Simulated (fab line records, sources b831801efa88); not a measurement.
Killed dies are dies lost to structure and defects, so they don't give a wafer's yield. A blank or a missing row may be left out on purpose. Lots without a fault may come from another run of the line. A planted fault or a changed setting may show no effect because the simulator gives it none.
fab line records | flow sky130
record lots=5 wafers=14 last_day=50
route steps=708 shown VIA1@474 METAL2@483 PAD_OPEN@708
lots that met no fault: from a run of the same line without faults
start_h: hours from the record's first day to the start of the lot's first wafer shown | wait_h: hours since the lot's step before | " the same as in the row above | L1.1+2: a row that stands for several wafers | - no value, or no start given | * or withheld: withheld | < > ~ a bound
route shown NAME@n: a module of which the file shows steps, and the number in the route of the first | usual: mean/standard deviation of fault-free wafers | same: alike in all rows | chamber/n: place in a boat | sites: the reading at each site | _std_site: their standard deviation | _edge_site: outer sites' mean less inner sites' | radius_mm: how far each site lies from the wafer's centre | mask NAME#n: copy n | behind: the tool/chamber that last shaped the wafer | hold: why the lot was held/for how many hours/how that ended | device: the transistor (n, p or np) that didn't switch | end of line: the same wafers' tests at the end of the route | a step without rows: its recipe alone | killed: dies lost to structure and defects at the first sort, not the wafer's yield | map: a wafer's dies, x killed, . not, _ none there
set.NAME: the setting as run; set.NAME@STEP: as run at that earlier step | model.NAME: the simulator's own value behind a step, which no gauge read
lots at some steps of the route; a table a step, a row a wafer
services: from which hour (start_h, from the record's first day; less than 0 if before it) a tool's chamber was out of use, for how many hours, and why
## steps
# step SKY_VIA1_STRIP_16
# recipe chemistry=O2/N2 power_w=1400 pressure_mtorr=1500 platen_temp_c=withheld o2_flow_sccm=3000 n2_flow_sccm=300 overash_fraction=0.5
# usual drypump_motor_current_A=5.5/0.37 oes_product_au=0.415/0.0042 strip_time_to_endpoint_s=4.454/0.021
# columns lot.wafer tool chamber start_h wait_h drypump_motor_current_A oes_product_au rf_hours_counter_h strip_time_to_endpoint_s
L172.2 plasma_asher-02 0 792.18 0.0 5.9 0.415 36 4.447
L172.3 " 0 " " 6.0 0.416 - 4.448
L172.6 " 0 " " 6.0 0.416 - 4.440
L181.2 plasma_asher-02 1 861.53 0.0 6.0 0.412 43 4.453
L181.4 " 1 " " 6.0 0.420 - 4.453
L185.1 plasma_asher-04 1 900.39 0.0 5.1 0.413 104 4.470
L185.3 " 0 " " 5.2 0.415 - 4.473
L185.4 " 1 " " 5.1 0.421 - 4.466
L192.3 plasma_asher-04 0 943.22 0.1 5.2 0.414 - 4.450
L192.5 " 1 " " 5.1 0.420 - 4.454
L192.6 " 0 " " 5.2 0.420 - 4.450
L193.1 plasma_asher-01 1 950.78 0.0 5.4 0.416 79 4.459
L193.2 " 0 " " 5.2 0.417 79 4.467
L193.3 " 0 " " 5.2 0.415 - 4.474
# step SKY_VIA1_STRIP_17
# recipe chemistry=post_etch_residue_remover time_s=1200 temp_c=72.5
# step SKY_VIA1_CLEAN_18
# recipe chemistry=IPA time_s=180 temp_c=25
# step SKY_VIA1_CLEAN_19
# recipe chemistry=O3/DIW dry=n2_spin
# step SKY_VIA1_SPUTTER_20
# recipe material=TiN target_thk_nm=20 chamber_pressure_pa=5 power_w=4000 time_s=80
# step SKY_VIA1_CVD_21
# recipe material=W target_thk_nm=270 time_s=80.902 temp_c=400 pressure_torr=40
# usual heater_power_w=821/58
# columns lot.wafer tool chamber start_h wait_h heater_power_w
L172.2 cvd_w-02 1 792.84 0.0 798
L172.3 " 1 " " 791
L172.6 " 1 " " 783
L181.2 cvd_w-02 1 862.28 0.0 794
L181.4 " 0 " " 801
L185.1 cvd_w-02 0 901.04 0.0 779
L185.3 " 1 " " 783
L185.4 " 0 " " 787
L192.3 cvd_w-01 0 943.90 0.1 796
L192.5 " 0 " " 787
L192.6 " 1 " " 885
L193.1 cvd_w-01 0 951.44 0.0 810
L193.2 " 1 " " 875
L193.3 " 0 " " 815
# step SKY_VIA1_RS_MEAS_22
# recipe thk_meas_gauge=four-point-probe reads=W_of_VIA1_CVD_21+TiN_of_VIA1_SPUTTER_20
# usual VIA1_W_RS=0.423/0.0072
# columns lot.wafer tool chamber start_h wait_h VIA1_W_RS[ohm/sq]
L172.2 film_metro-04 - 792.95 0.1 0.424
L172.3 " - " " 0.420
L172.6 " - " " 0.417
L181.2 film_metro-04 - 862.39 0.1 0.420
L181.4 " - " " 0.427
L185.1 film_metro-04 - 901.13 0.1 0.425
L185.3 " - " " 0.422
L185.4 " - " " 0.430
L192.3 film_metro-04 - 944.00 0.1 0.414
L192.5 " - " " 0.409
L192.6 " - " " 0.430
L193.1 film_metro-02 - 951.53 0.1 0.412
L193.2 " - " " 0.421
L193.3 " - " " 0.408
# step SKY_VIA1_THK_MEAS_23
# recipe thk_meas_gauge=xrf reads=W_of_VIA1_CVD_21
# usual VIA1_W_THK=276/5.2
# columns lot.wafer tool chamber start_h wait_h VIA1_W_THK[nm]
L172.2 film_metro-04 - 793.06 0.1 274
L172.3 " - " " 276
L172.6 " - " " 279
L181.2 film_metro-04 - 862.50 0.1 276
L181.4 " - " " 272
L185.1 film_metro-04 - 901.25 0.1 275
L185.3 " - " " 278
L185.4 " - " " 273
L192.3 film_metro-04 - 944.10 0.1 278
L192.5 " - " " 284
L192.6 " - " " 269
L193.1 film_metro-02 - 951.65 0.1 287
L193.2 " - " " 280
L193.3 " - " " 290
# step SKY_VIA1_CMP_24
# recipe stop_on=SiO2 t_overpolish_s=15 down_force_psi=3.5 platen_rpm=60 target_thk_nm=0 pad_velocity_m_s=0.94248
# usual motor_current_A=10.8/0.93 overpolish_run_s=15.001/0.0087 slurry_flow_ml_min=150.1/0.41 time_to_endpoint_s=66.8/2.6
# columns lot.wafer tool chamber start_h wait_h motor_current_A overpolish_run_s slurry_flow_ml_min time_to_endpoint_s
L172.2 cmp-02 2 793.11 0.0 10.9 15.005 150.1 66.8
L172.3 " 1 " " 11.7 15.010 148.8 67.9
L172.6 " 3 " " 11.3 15.007 149.9 66.9
L181.2 cmp-01 1 862.60 0.1 9.6 14.989 151.1 66.3
L181.4 " 2 " " 10.6 14.993 150.1 67.5
L185.1 cmp-01 3 901.31 0.1 12.1 14.995 150.8 63.6
L185.4 " 1 " " 9.8 14.993 149.8 60.7
L185.3 " 2 " " 10.4 14.995 150.0 67.8
L192.3 cmp-01 3 944.14 0.0 12.7 15.005 149.5 66.7
L192.5 " 3 " " 12.2 15.011 149.7 66.3
L192.6 " 0 " " 10.5 14.978 150.1 61.7
L193.1 cmp-02 0 951.76 0.1 10.4 15.019 150.3 73.4
L193.3 " 1 " " 11.5 15.005 150.2 72.6
L193.2 " 2 " " 10.8 14.989 150.2 71.2
# step SKY_METAL2_SPUTTER_00
# recipe material=Ti target_thk_nm=15 power_w=3000 time_s=10 chamber_pressure_pa=0.4
# step SKY_METAL2_SPUTTER_01
# recipe material=TiN target_thk_nm=20 power_w=6500 time_s=16.7 chamber_pressure_pa=0.4
# usual throttle_valve_pct=29.8/1.2
# columns lot.wafer tool chamber start_h wait_h throttle_valve_pct
L172.2 pvd_sputter-02 - 793.43 0.0 28.4
L172.3 " - " " 27.7
L172.6 " - " " 28.3
L181.2 pvd_sputter-04 - 862.87 0.0 30.8
L181.4 " - " " 31.1
L185.1 pvd_sputter-02 - 901.64 0.0 28.2
L185.3 " - " " 27.8
L185.4 " - " " 31.5
L192.3 pvd_sputter-04 - 944.46 0.0 28.6
L192.5 " - " " 31.1
L192.6 " - " " 30.6
L193.1 pvd_sputter-02 - 952.03 0.0 28.3
L193.2 " - " " 29.6
L193.3 " - " " 31.6
# step SKY_METAL2_SPUTTER_02
# recipe material=AlCu target_thk_nm=250 power_w=10600 time_s=13.3 chamber_pressure_pa=0.4
# step SKY_METAL2_SPUTTER_03
# recipe material=Ti target_thk_nm=5 power_w=3000 time_s=3.3 chamber_pressure_pa=0.4
# usual throttle_valve_pct=29.8/1.2
# columns lot.wafer tool chamber start_h wait_h throttle_valve_pct model.Ti_of_METAL2_SPUTTER_03.thk_nm
L172.2 pvd_sputter-02 - 793.48 0.0 28.5 4.914
L172.3 " - " " 27.6 5.04
L172.6 " - " " 28.3 4.917
L181.2 pvd_sputter-04 - 862.92 0.0 30.9 4.112
L181.4 " - " " 31.2 5.182
L185.1 pvd_sputter-02 - 901.69 0.0 28.5 4.995
L185.3 " - " " 27.9 4.931
L185.4 " - " " 31.6 4.905
L192.3 pvd_sputter-04 - 944.51 0.0 28.8 4.805
L192.5 " - " " 30.7 4.906
L192.6 " - " " 30.8 4.851
L193.1 pvd_sputter-02 - 952.08 0.0 28.4 5.008
L193.2 " - " " 30.0 5.004
L193.3 " - " " 31.3 4.906
# step SKY_METAL2_SPUTTER_04
# recipe material=TiN target_thk_nm=70 power_w=6500 time_s=58.3 chamber_pressure_pa=0.4
# usual throttle_valve_pct=29.8/1.2
# columns lot.wafer tool chamber start_h wait_h throttle_valve_pct
L172.2 pvd_sputter-02 - 793.50 0.0 28.4
L172.3 " - " " 27.7
L172.6 " - " " 28.4
L181.2 pvd_sputter-04 - 862.94 0.0 30.7
L181.4 " - " " 31.2
L185.1 pvd_sputter-02 - 901.70 0.0 28.5
L185.3 " - " " 27.6
L185.4 " - " " 31.4
L192.3 pvd_sputter-04 - 944.53 0.0 28.7
L192.5 " - " " 30.7
L192.6 " - " " 30.8
L193.1 pvd_sputter-02 - 952.10 0.0 28.3
L193.2 " - " " 30.2
L193.3 " - " " 31.7
# step SKY_PAD_OPEN_PROBE_99
# usual defect_limited_yield=82.4/1.9 killed_at_M0_to_M3=44/7 killed_at_M4_up=3.2/1.8 killed_at_contacts=24/5.1 killed_at_front_end=15/4.3 killed_at_other=0.3/0.5 killed_dies=86/9.6 killed_open=48/7.1 killed_short=38/6.7 sort_bin_3_pad_short=0.9/0.44 sort_bin_5_function=10.3/1.5 sort_bin_6_memory=6.4/1.1 sort_n_pass=406/9.6 sort_yield_pct=82.4/1.9
# same gross_dies=492 killed_at_back_side=0 sort_bin_4_leakage[%]=0 sort_bin_8_speed[%]=0
# columns lot.wafer tool chamber start_h wait_h defect_limited_yield[%] killed_at_M0_to_M3 killed_at_M4_up killed_at_contacts killed_at_front_end killed_at_other killed_dies killed_open killed_short sort_bin_3_pad_short[%] sort_bin_5_function[%] sort_bin_6_memory[%] sort_n_pass sort_yield_pct[%]
L172.2 prober-01 - 1076.95 0.1 78.9 57 3 24 19 1 104 57 45 2.0 12.6 6.5 388 78.9
L172.3 prober-01 - 1077.00 0.2 82.3 44 3 28 12 0 87 46 39 0.6 9.6 7.5 405 82.3
L172.6 prober-01 - 1077.15 0.2 82.9 46 3 23 12 0 84 43 41 0.6 9.1 7.3 408 82.9
L185.1 prober-02 - 1159.36 0.1 82.1 39 2 30 17 0 88 46 42 1.0 9.8 7.1 404 82.1
L185.3 prober-02 - 1159.46 0.2 84.6 35 4 25 12 0 76 46 30 0.4 8.1 6.9 416 84.6
L185.4 prober-02 - 1159.51 0.2 80.1 38 5 31 24 0 98 53 45 0.2 12.6 7.1 394 80.1
L192.3 prober-01 - 1186.60 0.2 81.5 32 4 37 18 0 91 52 39 0.8 10.6 7.1 401 81.5
L192.5 prober-01 - 1186.70 0.2 84.3 37 4 27 8 1 77 43 34 0.2 9.3 6.1 415 84.3
L192.6 prober-01 - 1186.75 0.2 81.9 51 1 24 13 0 89 48 41 0.6 10.2 7.3 403 81.9
# killed by level:class
L172.2 VIA2:geometric_particle:open=11 VIA3:geometric_particle:open=10 CONTACT:geometric_particle:open=8 CONTACT:geometric_particle:short=8 VIA1:geometric_particle:open=8 FIELD_ISO:geometric_particle:open=7 METAL1:geometric_particle:short=6 VIA2:geometric_particle:short=6
L172.3 VIA2:geometric_particle:open=10 CONTACT:geometric_particle:open=9 LI_CONTACT:geometric_particle:open=7 LOCAL_INTERCONNECT:geometric_particle:short=6 VIA1:geometric_particle:open=6 VIA2:geometric_particle:short=6 METAL1:geometric_particle:short=5 VIA3:geometric_particle:open=4
L172.6 CONTACT:geometric_particle:open=12 METAL1:geometric_particle:short=7 VIA2:geometric_particle:open=7 VIA2:geometric_particle:short=6 CONTACT:geometric_particle:short=5 LI_CONTACT:geometric_particle:open=4 METAL1:geometric_particle:open=4 VIA1:geometric_particle:open=4
L185.1 VIA1:geometric_particle:open=9 LI_CONTACT:geometric_particle:open=9 LI_CONTACT:geometric_particle:short=6 CONTACT:geometric_particle:open=6 FIELD_ISO:geometric_particle:open=5 METAL2:geometric_particle:short=5 POLY_GATE:geometric_particle:open=5 VIA1:geometric_particle:short=5
L185.3 LI_CONTACT:geometric_particle:open=9 VIA1:geometric_particle:open=8 CONTACT:geometric_particle:open=7 METAL1:geometric_particle:short=5 METAL2:geometric_particle:short=5 VIA2:geometric_particle:open=5 VIA3:geometric_particle:open=5 POLY_GATE:geometric_particle:open=4
L185.4 CONTACT:geometric_particle:open=10 LI_CONTACT:geometric_particle:open=9 POLY_GATE:geometric_particle:short=6 METAL1:geometric_particle:short=6 VIA2:geometric_particle:open=6 FIELD_ISO:geometric_particle:open=5 CONTACT:geometric_particle:short=5 VIA2:geometric_particle:short=4
L192.3 LI_CONTACT:geometric_particle:open=13 CONTACT:geometric_particle:open=8 VIA1:geometric_particle:open=8 LOCAL_INTERCONNECT:geometric_particle:short=7 VIA3:geometric_particle:open=7 CONTACT:geometric_particle:short=6 FIELD_ISO:geometric_particle:open=4 POLY_GATE:geometric_particle:open=4
L192.5 VIA1:geometric_particle:open=11 LI_CONTACT:geometric_particle:open=8 CONTACT:geometric_particle:open=8 METAL2:geometric_particle:short=8 LOCAL_INTERCONNECT:geometric_particle:short=5 VIA2:geometric_particle:open=4 VIA3:geometric_particle:open=4 METAL4:geometric_particle:short=4
L192.6 VIA2:geometric_particle:open=11 CONTACT:geometric_particle:open=8 VIA1:geometric_particle:open=7 VIA3:geometric_particle:open=7 CONTACT:geometric_particle:short=6 VIA2:geometric_particle:short=6 LOCAL_INTERCONNECT:geometric_particle:short=5 METAL2:geometric_particle:short=5
## services
# columns tool chamber start_h hours kind
cmp-02 - 778.22 2.4 repair
cmp-01 - 793.64 0.8 repair
cvd_w-02 - 808.55 2.8 pm
pvd_sputter-04 - 810.55 0.9 repair
cmp-02 - 812.36 0.7 repair
cmp-02 - 813.61 0.7 repair
cmp-02 - 818.84 4.5 repair
cmp-02 - 829.30 10.2 pm
pvd_sputter-02 3 832.59 - consumable_replace:kit
pvd_sputter-02 3 832.59 18.0 scheduled_down
cmp-02 - 840.83 2.5 repair
cmp-01 - 855.69 1.4 repair
plasma_asher-02 - 863.32 0.7 repair
cmp-02 - 863.40 0.8 repair
plasma_asher-01 - 893.25 1.5 repair
cmp-01 - 894.98 3.8 repair
plasma_asher-02 - 895.49 0.8 repair
plasma_asher-01 - 899.03 1.9 repair
cvd_w-01 - 901.25 0.4 repair
cvd_w-01 - 904.00 14.0 pm
plasma_asher-01 - 906.18 2.8 pm
cmp-02 - 909.80 1.5 repair
cmp-02 - 912.11 4.0 pm
cvd_w-02 1 941.65 9.9 repair
## key
first_sign none at tools or gauges
model_effect step=SKY_METAL2_SPUTTER_03 value=Ti_of_METAL2_SPUTTER_03.thk_nm without=5.196 struck=4.112
met_at SKY_METAL2_SPUTTER_03
struck_wafers L181.2
fault kind=process_parameter_drift tool=pvd_sputter-04 chamber=- onset_h=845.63 steps=SKY_METAL2_SPUTTER_03 channel=target_thk_nm offset=-1.0845 shape=step end_h=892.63 scope=struck_wafers_only acts_in=these_recipes_only stated=5
